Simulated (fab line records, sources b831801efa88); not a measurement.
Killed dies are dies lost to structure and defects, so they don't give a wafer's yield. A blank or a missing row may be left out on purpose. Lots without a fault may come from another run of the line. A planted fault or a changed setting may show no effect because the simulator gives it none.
One fault seen from 2 desks | flow sky130 | each desk has only its own numbers; what lay behind them comes last

THE TOOL OWNER'S DESK: implanter-01
The tool's own readings at SKY_LDD_N_IMPLANT_14: means of the sampled wafers that have a number, for each lot that ran on this tool. A lot is out of limits, marked OUT, if its mean lies more than 4 standard deviations from the usual mean; the brackets give that distance.
Columns: A = dose_ions_cm2 at SKY_LDD_N_IMPLANT_14, usual 5e+12; B = faraday_current_uA at SKY_LDD_N_IMPLANT_14, usual 28.2; C = tilt_deg at SKY_LDD_N_IMPLANT_14, usual 29.999 degrees
lot  | first seen here | A                       | B              | C
L309 | day 19 00:14    | 5e+12                   | 28.7           | 30.003
L311 | day 19 20:30    | 4e+12 (-99 or more) OUT | 21.4 (-11) OUT | 29.989
L312 | day 20 14:40    | 4e+12 (-99 or more) OUT | 21.0 (-12) OUT | 29.971
This desk's finding: out of limits on L311, L312; first on L311, day 19 20:30 (dose_ions_cm2 at SKY_LDD_N_IMPLANT_14). In limits: L309.

THE METROLOGY DESK
What the gauges read, lot by lot, whatever tool the lot ran on: means of the sampled wafers that have a number. A lot is out of limits, marked OUT, if its mean lies more than 4 standard deviations from the usual mean; the brackets give that distance.
Columns: A = LDD_N_OVL at SKY_LDD_N_OVL_MEAS_07, usual 1.2 nm
lot  | first seen here | A
L307 | day 18 04:32    | 0.5
L309 | day 18 23:17    | 0.8
L311 | day 19 19:30    | 1.4
L312 | day 20 13:43    | 3.6
L322 | day 24 08:08    | -2.0
L326 | day 25 06:47    | 0.7
This desk's finding: nothing out of limits on any of the 6 lots.

PUT TOGETHER
The tool owner's desk could have raised an alarm at day 19 20:30, on L311, L312.
The metrology desk saw nothing out of limits.
The metrology desk has L311, L312 on record, within its limits.
Of the lots named, all ran SKY_LDD_N_IMPLANT_14 on implanter-01.

WHAT THE SIMULATOR HAD PUT IN
Process parameter drift: implanter-01, from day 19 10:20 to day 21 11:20, at SKY_LDD_N_IMPLANT_14. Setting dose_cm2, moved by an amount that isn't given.
Lots struck among those shown: L311, L312.
Hours from the fault's start to each desk's first reading out of limits: the tool owner's desk, 10.
